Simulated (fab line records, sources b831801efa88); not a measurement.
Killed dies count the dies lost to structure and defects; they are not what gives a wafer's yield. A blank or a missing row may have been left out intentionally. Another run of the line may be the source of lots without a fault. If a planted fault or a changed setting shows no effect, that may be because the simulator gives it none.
2 desks, one fault    flow sky130    each desk has only its own numbers; what lay behind them comes last

== THE TOOL OWNER'S DESK: rieDiel-03 ==
The tool's own readings at SKY_VIA1_ETCH_15 (etches SiO2 in C4F8/O2/Ar, stops on TiN, target depth 351 nm, time 54 s): means of the sampled wafers that have a number, for each lot that ran on this tool. The brackets show how far a lot's mean lies from the usual mean; more than 4 standard deviations puts the lot out of limits, marked OUT.
Columns: A = oesProductAu at SKY_VIA1_ETCH_15, usual 0.981 a.u.; B = runLengthS at SKY_VIA1_ETCH_15, usual 82.1 s
lot   first seen here  A      B
L243  day 33 22:38     0.978  81.6
L245  day 34 06:11     0.984  81.4
L246  day 34 17:58     0.982  82.3
L254  day 37 12:36     0.981  82.3
L261  day 39 13:14     0.990  81.2
L262  day 39 17:51     0.986  80.7
This desk found nothing out of limits on any of the 6 lots.

== FROM THE METROLOGY DESK ==
What the gauges read for every lot (on any tool): the sampled wafers with a number, averaged. The brackets show how far a lot's mean lies from the usual mean; more than 4 standard deviations puts the lot out of limits, marked OUT.
Columns: A = METAL1_ALCU_RS at SKY_METAL1_RS_MEAS_05, usual 0.1258 ohm/sq; B = VIA1_BOW at SKY_VIA1_BOW_MEAS_03, usual 81 um; C = cdNm at SKY_VIA1_CD_MEAS_12, usual 149.7 nm
lot   first seen here  A       B   C
L243  day 31 15:05     0.1252  85  150.2
L244  day 31 20:49     0.1254  78  149.4
L245  day 31 22:52     0.1265  75  149.9
L246  day 32 09:05     0.1253  78  148.6
L250  day 34 02:34     0.1253  87  152.0
L251  day 34 22:47     0.1260  74  149.3
L254  day 35 07:28     0.1279  78  148.3
L253  day 35 09:58     0.1275  80  149.5
L261  day 37 09:45     0.1260  87  148.2
L262  day 37 14:15     0.1247  76  149.4
L263  day 37 21:01     0.1238  75  149.3
L264  day 37 22:05     0.1254  83  149.6
L266  day 38 21:03     0.1272  85  147.6
This desk found nothing out of limits on any of the 13 lots.

== ALL TOGETHER ==
The desk of the tool owner found nothing out of limits.
Metrology desk: nothing out of limits seen.

== WHAT THE SIMULATOR HAD INSERTED ==
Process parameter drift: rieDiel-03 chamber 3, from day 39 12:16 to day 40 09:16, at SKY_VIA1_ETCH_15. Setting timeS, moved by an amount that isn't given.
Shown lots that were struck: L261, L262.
